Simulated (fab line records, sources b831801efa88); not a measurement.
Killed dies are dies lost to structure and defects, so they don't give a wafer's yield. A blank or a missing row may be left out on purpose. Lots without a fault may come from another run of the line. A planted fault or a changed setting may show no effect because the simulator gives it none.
fab line records | flow gf180mcu
record lots=24 wafers=72 last_day=35
route steps=602 shown STI@26 CONTACT@299 V3@455 M4@472 MIM@509 V5@566
lots that met no fault: from a run of the same line without faults
start_h: hours from the record's first day to the start of the lot's first wafer shown | wait_h: hours since the lot's step before | " the same as in the row above | L1.1+2: a row that stands for several wafers | - no value, or no start given | * or withheld: withheld | < > ~ a bound
route shown NAME@n: a module of which the file shows steps, and the number in the route of the first | usual: mean/standard deviation of fault-free wafers | same: alike in all rows | chamber/n: place in a boat | sites: the reading at each site | _std_site: their standard deviation | _edge_site: outer sites' mean less inner sites' | radius_mm: how far each site lies from the wafer's centre | mask NAME#n: copy n | behind: the tool/chamber that last shaped the wafer | hold: why the lot was held/for how many hours/how that ended | device: the transistor (n, p or np) that didn't switch | end of line: the same wafers' tests at the end of the route | a step without rows: its recipe alone | killed: dies lost to structure and defects at the first sort, not the wafer's yield | map: a wafer's dies, x killed, . not, _ none there
set.NAME: the setting as run; set.NAME@STEP: as run at that earlier step | model.NAME: the simulator's own value behind a step, which no gauge read
steps of the route over a sample of lots; a table a step, a row a wafer
services: from which hour (start_h, from the record's first day; less than 0 if before it) a tool's chamber was out of use, for how many hours, and why
## steps
# step GF_STI_CMP_25
# recipe stop_on=Si3N4 t_overpolish_s=33 down_force_psi=4 platen_rpm=60 target_thk_nm=524.6 pad_velocity_m_s=0.94248
# usual head_pressure_psi=3.998/0.0082 motor_current_A=12.3/0.57 overpolish_run_s=33.002/0.0091 slurry_filter_dp_kPa=13.51/0.14 time_to_endpoint_s=119/5.2
# columns lot.wafer tool chamber start_h wait_h head_pressure_psi motor_current_A overpolish_run_s slurry_filter_dp_kPa time_to_endpoint_s
L074.3 cmp-02 3 34.09 0.0 4.006 12.7 32.990 13.63 124
L074.2 " 0 " " 3.990 12.7 33.005 13.40 124
L074.4 " 1 " " 3.998 12.1 33.005 13.38 117
L075.4 cmp-01 3 34.33 0.3 4.003 12.0 33.004 13.52 123
L075.5 " 2 " " 3.991 12.5 33.003 13.48 123
L075.6 " 3 " " 3.994 12.3 33.013 13.73 126
L076.3 cmp-01 1 41.12 0.0 3.989 12.2 32.998 13.61 121
L076.1 " 3 " " 4.015 12.2 33.007 13.49 118
L076.2 " 0 " " 4.003 12.5 32.996 13.66 117
L077.2 cmp-02 3 49.31 0.0 3.999 12.4 32.996 13.28 126
L077.4 " 1 " " 4.001 11.8 33.018 13.40 121
L077.1 " 2 " " 3.980 13.0 33.005 13.42 119
L078.4 cmp-01 1 50.61 0.1 3.993 12.0 33.012 13.52 112
L078.2 " 3 " " 3.996 11.8 33.008 13.49 113
L078.6 " 0 " " 4.020 12.1 32.998 13.44 111
L079.3 cmp-01 0 55.15 0.0 4.001 12.4 33.017 13.66 111
L079.1 " 1 " " 4.005 12.5 33.006 13.64 122
L079.4 " 3 " " 3.999 11.9 33.004 13.48 123
L080.1 cmp-02 2 60.71 0.1 4.013 13.4 33.002 13.45 116
L080.2 " 0 " " 4.009 12.7 32.993 13.67 122
L080.5 " 2 " " 3.993 13.7 33.003 13.70 119
L081.1 cmp-02 1 64.43 0.1 3.985 11.4 32.999 13.40 122
L081.5 " 1 " " 4.004 11.4 33.011 13.64 118
L081.6 " 2 " " 4.003 13.8 32.993 13.37 116
L082.2 cmp-01 3 69.23 0.0 3.985 12.2 33.007 13.44 122
L082.5 " 3 " " 4.006 12.9 33.006 13.57 124
L082.6 " 0 " " 4.006 12.9 32.983 13.67 120
L083.4 cmp-01 3 74.47 0.1 4.006 12.2 33.004 13.32 109
L083.2 " 1 " " 4.006 12.2 32.999 13.46 115
L083.5 " 2 " " 3.994 12.0 33.007 13.42 114
L084.2 cmp-01 3 80.52 0.1 3.995 12.5 33.011 13.31 118
L084.4 " 0 " " 4.002 12.7 32.993 13.42 110
L084.5 " 3 " " 3.994 12.3 33.018 13.37 112
L085.2 cmp-01 2 84.37 0.1 4.000 12.4 32.999 13.36 122
L085.3 " 3 " " 4.011 12.3 32.996 13.39 117
L085.6 " 1 " " 4.009 12.0 32.994 13.46 115
L086.4 cmp-01 2 89.75 0.1 3.991 12.2 33.003 13.75 121
L086.2 " 0 " " 3.995 12.2 33.003 13.60 112
L086.6 " 2 " " 3.999 12.6 32.975 13.49 121
L087.1 cmp-02 3 94.87 0.1 3.987 12.9 33.008 13.33 126
L087.4 " 0 " " 4.012 12.9 33.007 13.55 121
L087.3 " 1 " " 4.000 11.6 33.010 13.38 119
L088.1 cmp-01 1 100.61 0.1 4.004 13.0 33.011 13.52 121
L088.3 " 3 " " 3.996 12.4 32.997 13.49 123
L088.4 " 0 " " 3.997 12.3 32.985 13.55 119
L089.2 cmp-01 2 104.93 0.2 3.988 12.3 32.981 13.51 119
L089.1 " 3 " " 3.995 12.7 33.001 13.63 119
L089.5 " 1 " " 3.998 12.2 32.997 13.46 115
L090.4 cmp-01 1 110.76 0.1 4.008 11.9 32.998 13.72 113
L090.5 " 0 " " 3.997 12.1 32.998 13.27 111
L090.6 " 1 " " 4.003 12.0 33.008 13.43 118
L091.1 cmp-01 1 114.96 0.2 3.999 11.8 32.998 13.67 111
L091.3 " 3 " " 3.999 11.7 32.994 13.43 113
L091.6 " 1 " " 4.008 12.3 33.003 13.46 114
L092.3 cmp-01 0 121.81 0.1 3.989 12.1 33.002 13.71 111
L092.4 " 1 " " 3.987 11.3 32.993 13.43 116
L092.6 " 3 " " 4.005 12.1 32.985 13.34 115
L093.1 cmp-01 0 126.08 0.1 3.990 12.9 33.003 13.51 111
L093.4 " 1 " " 4.000 12.0 33.018 13.64 114
L093.3 " 2 " " 4.008 12.5 32.988 13.55 119
L094.3 cmp-02 3 131.61 0.0 3.998 12.5 33.001 13.77 128
L094.2 " 0 " " 3.999 12.3 33.014 13.29 127
L094.1 " 2 " " 4.000 13.2 33.009 13.42 120
L095.1 cmp-01 0 136.81 0.1 4.004 12.8 33.010 13.60 110
L095.3 " 1 " " 3.991 12.6 33.011 13.35 114
L095.6 " 3 " " 4.003 12.1 33.003 13.45 115
L096.2 cmp-02 3 143.01 0.1 3.996 12.2 33.005 13.71 127
L096.4 " 0 " " 3.997 13.0 33.013 13.29 129
L096.5 " 3 " " 3.990 12.2 32.994 13.68 131
L097.3 cmp-02 3 147.99 0.2 4.005 12.9 33.007 13.70 129
L097.5 " 0 " " 3.994 13.0 32.997 13.40 128
L097.6 " 1 " " 3.997 10.9 33.005 13.39 124
# step GF_CONTACT_PEB_12
# recipe peb_temp_c=135 peb_time_s=91.29 resist=KrF
# usual exhaust_pa=45.0/0.89 plate_sensor_t_centre_C=136.13/0.0097 plate_sensor_t_edge_C=136.29/0.011
# columns lot.wafer tool chamber start_h wait_h exhaust_pa plate_sensor_t_centre_C plate_sensor_t_edge_C
L074.2 litho_track-03 0 - - 43.8 136.14 136.3
L074.3 " 0 " " 44.4 136.14 136.29
L074.4 " 0 " " 44.6 136.12 136.3
L075.4 litho_track-03 0 - - 46.4 136.1 136.29
L075.5 " 0 " " 45.2 136.13 136.29
L075.6 " 0 " " 45.3 136.13 136.28
L076.1 litho_track-01 0 - - 44.9 136.13 136.29
L076.2 " 0 " " 44.5 136.14 136.29
L076.3 " 0 " " 44.7 136.14 136.31
L077.1 litho_track-01 0 - - 43.9 136.13 136.28
L077.2 " 0 " " 44.1 136.12 136.29
L077.4 " 0 " " 45.7 136.12 136.32
L078.2 litho_track-01 0 - - 44.2 136.14 136.3
L078.4 " 0 " " 46.4 136.11 136.28
L078.6 " 0 " " 46.4 136.13 136.29
L079.1 litho_track-02 0 - - 44.2 136.13 136.27
L079.3 " 0 " " 44.4 136.12 136.29
L079.4 " 0 " " 45.0 136.15 136.3
L080.1 litho_track-02 0 - - 46.2 136.13 136.29
L080.2 " 0 " " 45.8 136.14 136.28
L080.5 " 0 " " 44.5 136.13 136.29
L081.1 litho_track-01 0 - - 45.6 136.12 136.28
L081.5 " 0 " " 44.2 136.14 136.3
L081.6 " 0 " " 44.9 136.14 136.29
L082.2 litho_track-01 0 - - 43.8 136.11 136.31
L082.5 " 0 " " 43.4 136.12 136.31
L082.6 " 0 " " 42.9 136.16 136.3
L083.2 litho_track-03 0 - - 45.7 136.12 136.29
L083.4 " 0 " " 46.8 136.13 136.28
L083.5 " 0 " " 46.7 136.14 136.29
L084.2 litho_track-02 0 - - 45.6 136.13 136.28
L084.4 " 0 " " 45.7 136.14 136.3
L084.5 " 0 " " 45.2 136.12 136.29
L085.2 litho_track-03 0 - - 45.2 136.14 136.31
L085.3 " 0 " " 45.1 136.13 136.29
L085.6 " 0 " " 46.1 136.14 136.29
L086.2 litho_track-01 0 - - 44.3 136.14 136.27
L086.4 " 0 " " 45.9 136.13 136.29
L086.6 " 0 " " 43.8 136.13 136.3
L087.1 litho_track-02 0 - - 45.9 136.13 136.3
L087.3 " 0 " " 45.4 136.13 136.28
L087.4 " 0 " " 45.5 136.11 136.29
L088.1 litho_track-02 0 - - 46.9 136.13 136.29
L088.3 " 0 " " 45.7 136.11 136.28
L088.4 " 0 " " 45.8 136.13 136.29
L089.1 litho_track-02 0 - - 43.4 136.13 136.31
L089.2 " 0 " " 42.7 136.13 136.3
L089.5 " 0 " " 44.0 136.13 136.3
L090.4 litho_track-03 0 - - 45.0 136.12 136.3
L090.5 " 0 " " 44.6 136.13 136.31
L090.6 " 0 " " 44.8 136.11 136.3
L091.1 litho_track-01 0 - - 44.6 136.12 136.28
L091.3 " 0 " " 45.0 136.11 136.3
L091.6 " 0 " " 44.6 136.12 136.29
L092.3 litho_track-03 0 - - 44.0 136.12 136.3
L092.4 " 0 " " 43.9 136.14 136.28
L092.6 " 0 " " 43.9 136.12 136.29
L093.1 litho_track-02 0 - - 46.1 136.12 136.3
L093.3 " 0 " " 45.4 136.12 136.29
L093.4 " 0 " " 44.9 136.13 136.31
L094.1 litho_track-02 0 - - 43.9 136.11 136.3
L094.2 " 0 " " 45.1 136.14 136.29
L094.3 " 0 " " 44.3 136.13 136.29
L095.1 litho_track-02 0 - - 44.8 136.12 136.3
L095.3 " 0 " " 44.4 136.14 136.3
L095.6 " 0 " " 44.2 136.13 136.28
L096.2 litho_track-02 0 - - 45.0 136.13 136.31
L096.4 " 0 " " 46.2 136.12 136.29
L096.5 " 0 " " 45.8 136.13 136.29
L097.3 litho_track-02 0 - - 45.8 136.16 136.31
L097.5 " 0 " " 45.1 136.13 136.29
L097.6 " 0 " " 45.4 136.13 136.3
# step GF_V3_CMP_26
# recipe stop_on=SiO2 down_force_psi=3.5 platen_rpm=60 t_overpolish_s=15 target_thk_nm=0 pad_velocity_m_s=0.94248
# usual head_pressure_psi=3.500/0.0073 motor_current_A=11.4/0.5 overpolish_run_s=14.999/0.0096 slurry_filter_dp_kPa=13.51/0.13 time_to_endpoint_s=82/4.7
# columns lot.wafer tool chamber start_h wait_h head_pressure_psi motor_current_A overpolish_run_s slurry_filter_dp_kPa time_to_endpoint_s
L074.4 cmp-01 2 541.05 0.1 3.492 10.7 15.005 13.37 83
L074.3 " 3 " " 3.516 11.7 15.002 13.19 79
L074.2 " 0 " " 3.512 11.3 14.988 13.43 74
L075.4 cmp-01 1 550.85 0.0 3.506 11.2 15.016 13.43 73
L075.5 " 1 " " 3.518 11.4 15.011 13.33 78
L075.6 " 2 " " 3.509 11.6 15.017 13.61 76
L076.2 cmp-01 0 552.61 0.0 3.508 11.8 15.009 13.76 79
L076.3 " 2 " " 3.503 11.3 14.989 13.40 85
L076.1 " 3 " " 3.496 11.2 14.988 13.43 80
L077.4 cmp-01 2 567.74 0.0 3.501 11.1 14.995 13.70 84
L077.1 " 3 " " 3.505 11.2 14.998 13.55 78
L077.2 " 1 " " 3.501 11.3 14.999 13.52 80
L078.2 cmp-01 0 577.18 0.1 3.515 11.6 14.995 13.51 80
L078.4 " 1 " " 3.513 11.3 15.001 13.32 78
L078.6 " 0 " " 3.497 12.1 14.988 13.39 76
L079.1 cmp-02 3 582.29 0.1 3.493 11.6 15.006 13.43 91
L079.3 " 1 " " 3.512 10.5 14.988 13.71 79
L079.4 " 2 " " 3.491 12.1 14.988 13.65 82
L080.1 cmp-02 0 583.24 0.1 3.501 11.7 14.984 13.31 94
L080.2 " 2 " " 3.497 12.5 15.016 13.76 81
L080.5 " 0 " " 3.493 11.9 15.002 13.56 90
L081.1 cmp-01 3 599.26 0.1 3.496 10.8 15.004 13.50 76
L081.6 " 3 " " 3.482 11.6 15.004 13.44 83
L081.5 " 0 " " 3.501 11.5 15.010 13.51 77
L082.2 cmp-02 2 599.44 0.1 3.513 12.3 15.000 13.46 86
L082.6 " 0 " " 3.506 11.9 14.993 13.42 90
L082.5 " 1 " " 3.496 10.5 14.993 13.26 81
L083.4 cmp-01 3 611.68 0.0 3.493 11.2 14.989 13.54 80
L083.2 " 2 " " 3.499 11.4 15.001 13.64 82
L083.5 " 3 " " 3.503 11.5 15.001 13.84 77
L084.4 cmp-01 0 617.29 0.1 3.497 12.0 15.022 13.46 75
L084.2 " 2 " " 3.504 11.3 14.998 13.56 82
L084.5 " 3 " " 3.499 11.4 14.995 13.42 81
L085.2 cmp-02 1 627.48 0.0 3.502 10.8 14.997 13.58 87
L085.3 " 2 " " 3.510 11.9 15.001 13.45 82
L085.6 " 2 " " 3.505 12.1 15.012 13.42 87
L086.2 cmp-01 0 627.91 0.1 3.503 11.7 15.002 13.32 76
L086.4 " 2 " " 3.506 11.2 14.974 13.39 83
L086.6 " 3 " " 3.499 11.2 14.999 13.41 78
L087.4 cmp-01 0 637.05 0.0 3.508 12.3 14.981 13.55 80
L087.3 " 1 " " 3.506 11.7 15.015 13.42 82
L087.1 " 2 " " 3.498 10.7 15.004 13.72 84
L088.1 cmp-01 2 640.96 0.1 3.502 11.3 15.002 13.57 88
L088.4 " 3 " " 3.485 11.6 15.001 13.54 86
L088.3 " 1 " " 3.491 10.8 15.004 13.60 82
L089.1 cmp-01 2 650.73 0.1 3.503 10.9 14.985 13.33 82
L089.2 " 1 " " 3.491 11.7 15.003 13.59 81
L089.5 " 2 " " 3.502 11.3 14.994 13.33 85
L090.4 cmp-01 3 656.93 0.0 3.496 11.1 14.995 13.40 85
L090.5 " 3 " " 3.489 11.2 15.025 13.80 83
L090.6 " 0 " " 3.502 11.6 14.997 13.61 86
L091.1 cmp-01 0 664.86 0.1 3.503 12.2 14.984 13.42 80
L091.3 " 1 " " 3.497 11.2 14.991 13.58 81
L091.6 " 0 " " 3.511 11.5 15.013 13.48 84
L092.3 cmp-02 3 669.56 0.0 3.498 11.5 15.006 13.48 91
L092.4 " 1 " " 3.492 10.7 15.006 13.22 83
L092.6 " 0 " " 3.492 11.8 15.011 13.31 93
L093.4 cmp-02 2 671.83 0.0 3.498 12.6 14.999 13.47 87
L093.3 " 0 " " 3.489 12.0 15.001 13.69 86
L093.1 " 1 " " 3.489 10.4 15.003 13.53 87
L094.2 cmp-01 0 680.28 0.2 3.493 11.5 15.002 13.38 75
L094.1 " 1 " " 3.509 11.0 14.997 13.46 76
L094.3 " 2 " " 3.500 11.2 15.006 13.75 80
L095.1 cmp-01 3 688.31 0.3 3.489 11.6 14.991 13.49 79
L095.3 " 1 " " 3.498 10.9 14.986 13.39 78
L095.6 " 2 " " 3.497 11.2 15.011 13.56 80
L096.4 cmp-01 1 693.97 0.1 3.511 10.6 15.007 13.49 86
L096.2 " 0 " " 3.500 11.7 14.990 13.50 78
L096.5 " 2 " " 3.495 10.7 14.982 13.62 89
L097.3 cmp-02 3 704.08 0.1 3.498 12.1 15.002 13.57 88
L097.6 " 2 " " 3.491 12.5 15.013 13.60 86
L097.5 " 3 " " 3.497 11.9 15.007 13.51 87
# step GF_M4_METAL_ETCH_16
# recipe chemistry=Cl2/BCl3 mask_material=KrF target_depth_nm=627.5 stop_on=SiO2 pressure_mtorr=8 icp_w=800 bias_w=140 Cl2_flow_sccm=80 bcl3_flow_sccm=40 time_s=104.6
# usual chamber_pressure_mTorr=8.000/0.0074 drypump_motor_current_A=5.9/0.57 oes_product_au=0.983/0.006 throttle_valve_pct=28.237/0.01
# columns lot.wafer tool chamber start_h wait_h chamber_pressure_mTorr drypump_motor_current_A oes_product_au rf_hours_counter_h throttle_valve_pct
L074.2 rie_metal-04 0 564.22 0.0 7.999 6.7 0.994 9 28.233
L074.3 " 0 " " 8.010 6.7 0.984 - 28.234
L074.4 " 1 " " 8.002 6.5 0.989 - 28.222
L075.4 rie_metal-03 1 572.46 0.0 7.997 6.2 0.986 - 28.237
L075.5 " 0 " " 8.004 5.1 0.996 - 28.255
L075.6 " 1 " " 7.999 6.2 0.977 - 28.244
L076.1 rie_metal-01 0 573.92 0.0 7.987 5.9 0.991 9 28.263
L076.2 " 1 " " 7.992 5.5 0.988 11 28.249
L076.3 " 0 " " 8.006 5.9 0.982 - 28.229
L077.1 rie_metal-03 1 588.46 0.0 7.997 6.2 0.988 9 28.221
L077.2 " 0 " " 8.003 5.1 0.993 4 28.236
L077.4 " 1 " " 7.996 6.2 0.985 - 28.240
L078.2 rie_metal-01 1 598.87 0.0 7.989 5.5 0.980 11 28.257
L078.4 " 1 " " 8.005 5.5 0.984 - 28.259
L078.6 " 0 " " 7.983 5.9 0.984 - 28.240
L079.1 rie_metal-04 0 604.41 0.0 7.976 6.8 0.995 10 28.228
L079.3 " 1 " " 8.006 6.5 0.983 - 28.251
L079.4 " 0 " " 8.004 6.7 0.984 - 28.225
L080.1 rie_metal-01 1 604.82 0.0 7.999 5.5 0.989 12 28.245
L080.2 " 0 " " 8.004 5.9 0.981 10 28.225
L080.5 " 1 " " 8.006 5.5 0.983 - 28.232
L081.1 rie_metal-01 0 621.12 0.0 8.001 5.9 0.979 10 28.236
L081.5 " 0 " " 7.998 5.9 0.981 - 28.230
L081.6 " 0 " " 7.998 6.0 0.985 - 28.242
L082.2 rie_metal-04 1 621.47 0.0 8.012 6.5 0.988 13 28.242
L082.5 " 0 " " 8.016 6.7 0.993 - 28.227
L082.6 " 1 " " 7.996 6.5 0.976 - 28.227
L083.2 rie_metal-03 0 632.87 0.0 8.006 5.1 0.987 5 28.235
L083.4 " 0 " " 7.991 5.1 0.987 - 28.231
L083.5 " 0 " " 8.006 5.1 0.987 - 28.252
L084.2 rie_metal-03 1 638.36 0.0 8.005 6.2 0.980 11 28.231
L084.4 " 1 " " 7.997 6.2 0.977 - 28.238
L084.5 " 0 " " 7.993 5.1 0.982 - 28.250
L085.2 rie_metal-03 1 648.37 0.0 7.995 6.2 0.980 11 28.224
L085.3 " 1 " " 8.005 6.2 0.988 - 28.245
L085.6 " 0 " " 7.998 5.1 0.983 - 28.227
L086.2 rie_metal-01 1 648.76 0.1 8.005 5.5 0.980 - 28.232
L086.4 " 1 " " 7.998 5.5 0.991 - 28.241
L086.6 " 1 " " 8.008 5.5 0.983 - 28.225
L087.1 rie_metal-04 1 657.17 0.0 7.997 6.5 0.982 14 28.242
L087.3 " 0 " " 7.999 6.7 0.987 - 28.231
L087.4 " 1 " " 8.008 6.5 0.991 - 28.225
L088.1 rie_metal-01 1 661.51 0.0 8.015 5.5 0.978 1 28.226
L088.3 " 0 " " 8.010 5.9 0.973 - 28.238
L088.4 " 1 " " 8.000 5.5 0.973 - 28.233
L089.1 rie_metal-01 1 671.26 0.0 8.007 5.5 0.971 2 28.250
L089.2 " 0 " " 7.999 5.9 0.966 1 28.253
L089.5 " 1 " " 8.010 5.5 0.984 - 28.232
L090.4 rie_metal-04 0 677.47 0.1 8.014 6.7 0.977 - 28.238
L090.5 " 0 " " 8.001 6.7 0.984 - 28.223
L090.6 " 0 " " 8.003 6.7 0.988 - 28.234
L091.1 rie_metal-01 0 685.16 0.0 7.985 5.9 0.978 1 28.246
L091.3 " 0 " " 8.002 5.9 0.974 - 28.237
L091.6 " 0 " " 7.996 5.9 0.977 - 28.249
L092.3 rie_metal-01 0 689.35 0.1 8.001 5.9 0.976 - 28.261
L092.4 " 1 " " 7.995 5.6 0.985 - 28.231
L092.6 " 0 " " 7.994 5.9 0.974 - 28.234
L093.1 rie_metal-04 0 691.86 0.0 8.005 6.8 0.971 14 28.229
L093.3 " 0 " " 7.998 6.8 0.977 - 28.238
L093.4 " 0 " " 7.987 6.7 0.983 - 28.244
L094.1 rie_metal-03 0 700.37 0.0 7.992 5.1 0.978 8 28.254
L094.2 " 0 " " 7.988 5.1 0.982 - 28.230
L094.3 " 0 " " 8.010 5.1 0.981 - 28.245
L095.1 rie_metal-03 0 708.03 0.0 8.004 5.1 0.984 8 28.241
L095.3 " 0 " " 7.993 5.1 0.989 - 28.227
L095.6 " 0 " " 8.003 5.1 0.982 - 28.236
L096.2 rie_metal-03 0 713.16 0.1 8.000 5.1 0.991 - 28.242
L096.4 " 0 " " 8.007 5.1 0.988 - 28.241
L096.5 " 0 " " 8.009 5.1 0.989 - 28.235
L097.3 rie_metal-01 0 722.61 0.1 8.005 5.9 0.988 - 28.236
L097.5 " 1 " " 7.991 5.5 0.985 - 28.227
L097.6 " 0 " " 7.996 5.9 0.986 - 28.242
# step GF_MIM_THK_MEAS_06
# recipe reads=Si3N4_of_MIM_CVD_05
# usual MIM_CVD_05_THK=42.0/0.62
# columns lot.wafer tool chamber start_h wait_h MIM_CVD_05_THK[nm]
L074.2 film_metro-01 - 586.40 0.0 41.4
L074.3 " - " " 41.1
L074.4 " - " " 41.5
L075.4 film_metro-04 - 596.30 0.0 42.5
L075.5 " - " " 41.6
L075.6 " - " " 41.6
L076.1 film_metro-01 - 597.39 0.0 40.8
L076.2 " - " " 40.9
L076.3 " - " " 42.4
L077.1 film_metro-02 - 613.12 0.0 42.3
L077.2 " - " " 41.4
L077.4 " - " " 42.7
L078.2 film_metro-02 - 623.50 0.0 42.0
L078.4 " - " " 43.2
L078.6 " - " " 42.2
L079.1 film_metro-01 - 628.74 0.0 41.8
L079.3 " - " " 41.1
L079.4 " - " " 42.4
L080.1 film_metro-02 - 628.78 0.0 42.2
L080.2 " - " " 41.8
L080.5 " - " " 42.7
L081.1 film_metro-02 - 644.52 0.0 41.9
L081.5 " - " " 42.9
L081.6 " - " " 42.9
L082.2 film_metro-01 - 645.03 0.0 41.3
L082.5 " - " " 41.2
L082.6 " - " " 41.4
L083.2 film_metro-04 - 655.97 0.0 42.2
L083.4 " - " " 43.1
L083.5 " - " " 43.5
L084.2 film_metro-02 - 661.01 0.0 41.9
L084.4 " - " " 42.5
L084.5 " - " " 42.4
L085.2 film_metro-04 - 671.68 0.0 41.9
L085.3 " - " " 41.7
L085.6 " - " " 42.4
L086.2 film_metro-04 - 672.07 0.0 41.5
L086.4 " - " " 41.6
L086.6 " - " " 42.3
L087.1 film_metro-01 - 680.48 0.0 41.6
L087.3 " - " " 42.0
L087.4 " - " " 42.2
L088.1 film_metro-02 - 684.18 0.0 41.9
L088.3 " - " " 41.5
L088.4 " - " " 42.4
L089.1 film_metro-04 - 693.25 0.0 41.4
L089.2 " - " " 41.7
L089.5 " - " " 42.5
L090.4 film_metro-01 - 700.20 0.0 42.6
L090.5 " - " " 42.4
L090.6 " - " " 42.8
L091.1 film_metro-02 - 708.45 0.0 41.4
L091.3 " - " " 41.8
L091.6 " - " " 41.8
L092.3 film_metro-04 - 712.15 0.0 40.6
L092.4 " - " " 41.0
L092.6 " - " " 41.6
L093.1 film_metro-01 - 714.30 0.0 42.4
L093.3 " - " " 42.8
L093.4 " - " " 42.9
L094.1 film_metro-02 - 721.97 0.0 41.5
L094.2 " - " " 41.6
L094.3 " - " " 42.5
L095.1 film_metro-04 - 729.86 0.0 41.6
L095.3 " - " " 41.6
L095.6 " - " " 42.1
L096.2 film_metro-02 - 734.99 0.0 41.7
L096.4 " - " " 43.0
L096.5 " - " " 42.4
L097.3 film_metro-02 - 744.00 0.0 40.2
L097.5 " - " " 42.3
L097.6 " - " " 41.0
# step GF_V5_CMP_26
# recipe stop_on=SiO2 down_force_psi=3.5 platen_rpm=60 t_overpolish_s=15 target_thk_nm=0 pad_velocity_m_s=0.94248
# usual head_pressure_psi=3.499/0.0076 motor_current_A=11.5/0.61 overpolish_run_s=15.000/0.009 slurry_filter_dp_kPa=13.51/0.14 time_to_endpoint_s=84/4.2
# columns lot.wafer tool chamber start_h wait_h head_pressure_psi motor_current_A overpolish_run_s slurry_filter_dp_kPa time_to_endpoint_s
L074.3 cmp-01 3 652.21 0.0 3.488 11.5 15.005 13.44 86
L074.2 " 1 " " 3.500 11.3 14.981 13.30 84
L074.4 " 2 " " 3.508 10.8 14.988 13.40 84
L075.4 cmp-01 3 661.60 0.1 3.499 11.5 15.008 13.81 81
L075.6 " 1 " " 3.499 11.0 14.985 13.56 84
L075.5 " 2 " " 3.500 11.0 15.015 13.44 84
L076.3 cmp-02 1 661.90 0.1 3.492 10.8 15.005 13.65 84
L076.1 " 2 " " 3.493 12.0 15.000 13.46 86
L076.2 " 3 " " 3.480 11.8 15.000 13.53 91
L077.4 cmp-02 3 676.45 0.0 3.488 11.3 14.992 13.52 91
L077.2 " 0 " " 3.500 11.4 15.003 13.38 89
L077.1 " 2 " " 3.510 12.1 15.011 13.43 90
L078.4 cmp-01 2 687.59 1.0 3.497 11.1 14.996 13.38 82
L078.2 " 0 " " 3.499 12.0 14.992 13.60 74
L078.6 " 1 " " 3.500 11.7 14.986 13.64 82
L079.4 cmp-01 3 691.75 0.0 3.492 11.4 15.010 13.30 81
L079.1 " 1 " " 3.510 10.9 15.014 13.54 83
L079.3 " 2 " " 3.504 10.6 14.989 13.81 87
L080.1 cmp-01 3 692.35 0.1 3.506 11.4 15.004 13.71 79
L080.2 " 2 " " 3.508 10.8 15.004 13.39 87
L080.5 " 0 " " 3.500 11.8 15.003 13.39 76
L081.1 cmp-01 3 707.07 0.2 3.507 11.9 14.993 13.43 84
L081.6 " 0 " " 3.487 11.2 14.982 13.48 77
L081.5 " 1 " " 3.494 11.3 14.996 13.46 84
L082.2 cmp-01 3 707.84 0.2 3.512 11.5 14.996 13.43 85
L082.5 " 0 " " 3.487 11.9 14.991 13.41 78
L082.6 " 1 " " 3.508 11.6 14.993 13.44 84
L083.4 cmp-01 0 716.12 0.1 3.497 12.3 15.000 13.43 80
L083.2 " 1 " " 3.503 11.6 14.988 13.78 82
L083.5 " 0 " " 3.509 11.3 15.002 13.36 77
L084.4 cmp-01 1 721.79 0.0 3.508 11.5 15.014 13.49 82
L084.2 " 3 " " 3.497 11.6 15.000 13.53 82
L084.5 " 2 " " 3.487 11.3 15.004 13.40 85
L085.3 cmp-01 0 731.90 0.0 3.493 11.7 15.010 13.40 80
L085.2 " 2 " " 3.490 11.4 15.004 13.57 84
L085.6 " 0 " " 3.499 11.7 15.014 13.79 80
L086.2 cmp-01 1 732.25 0.0 3.504 11.4 14.998 13.62 79
L086.4 " 3 " " 3.509 11.4 15.014 13.66 84
L086.6 " 2 " " 3.486 11.1 15.019 13.61 85
L087.1 cmp-01 2 741.44 0.3 3.510 11.1 15.011 13.27 88
L087.3 " 0 " " 3.510 12.0 15.000 13.23 83
L087.4 " 1 " " 3.516 11.3 14.999 13.29 82
L088.4 cmp-01 3 742.44 0.0 3.496 11.5 14.997 13.71 79
L088.1 " 1 " " 3.496 11.4 14.999 13.61 81
L088.3 " 2 " " 3.494 11.8 15.007 13.53 85
L089.1 cmp-02 2 751.20 0.1 3.496 13.1 15.012 13.67 87
L089.2 " 3 " " 3.500 11.9 15.011 13.74 90
L089.5 " 1 " " 3.511 9.9 15.008 13.51 83
L090.4 cmp-01 3 758.65 0.2 3.508 10.8 14.979 13.33 83
L090.5 " 0 " " 3.491 11.9 15.003 13.54 78
L090.6 " 1 " " 3.488 11.6 15.007 13.33 84
L091.1 cmp-02 3 765.59 0.1 3.501 12.3 14.996 13.59 90
L091.3 " 0 " " 3.506 12.4 15.011 13.93 93
L091.6 " 1 " " 3.495 10.5 15.009 13.22 85
L092.4 cmp-01 3 767.68 0.2 3.497 11.3 14.993 13.42 80
L092.3 " 1 " " 3.499 11.7 15.001 13.51 83
L092.6 " 0 " " 3.508 11.6 14.983 13.34 78
L093.4 cmp-02 2 770.98 0.1 3.495 12.6 14.976 13.65 91
L093.3 " 3 " " 3.503 11.6 14.989 13.56 92
L093.1 " 0 " " 3.501 11.9 14.995 13.45 92
L094.3 cmp-02 3 776.11 0.1 3.503 12.2 14.991 13.62 95
L094.2 " 0 " " 3.500 12.1 14.993 13.54 93
L094.1 " 1 " " 3.506 10.9 14.994 13.45 88
L095.1 cmp-02 1 784.69 0.3 3.489 10.4 15.006 13.37 81
L095.3 " 2 " " 3.508 12.5 14.999 13.54 83
L095.6 " 1 " " 3.494 10.9 15.010 13.63 76
L096.4 cmp-02 0 788.41 0.0 3.497 11.9 14.995 13.36 87
L096.2 " 3 " " 3.492 11.9 15.006 13.35 89
L096.5 " 0 " " 3.492 12.7 14.995 13.60 87
L097.3 cmp-02 0 796.74 0.1 3.513 12.0 14.990 13.37 90
L097.5 " 2 " " 3.501 12.2 15.000 13.40 84
L097.6 " 3 " " 3.508 12.3 15.010 13.45 92
## services
# columns tool chamber start_h hours kind
cmp-02 - 10.98 0.5 repair
cmp-02 - 28.17 1.2 repair
cmp-02 - 29.42 1.5 repair
cmp-01 - 35.57 0.5 repair
cmp-01 - 57.01 1.2 repair
cmp-01 - 64.11 4.0 pm
cmp-01 - 202.31 3.7 repair
cmp-01 - 236.48 9.4 pm
cmp-01 - 253.55 0.3 repair
cmp-01 - 257.50 0.7 repair
cmp-01 - 293.08 6.6 pm
cmp-01 - 307.75 2.8 repair
cmp-01 - 312.77 6.8 repair
cmp-01 - 330.78 2.8 repair
cmp-01 - 353.04 0.3 repair
cmp-01 - 356.93 1.6 repair
cmp-01 - 367.57 5.1 pm
cmp-01 - 404.28 4.0 pm
cmp-01 - 417.19 0.5 repair
cmp-01 - 432.03 1.8 repair
cmp-01 - 461.29 2.0 repair
cmp-01 - 498.12 2.3 repair
cmp-01 - 736.33 4.5 pm
cmp-01 - 744.28 4.0 pm
## key
fault none
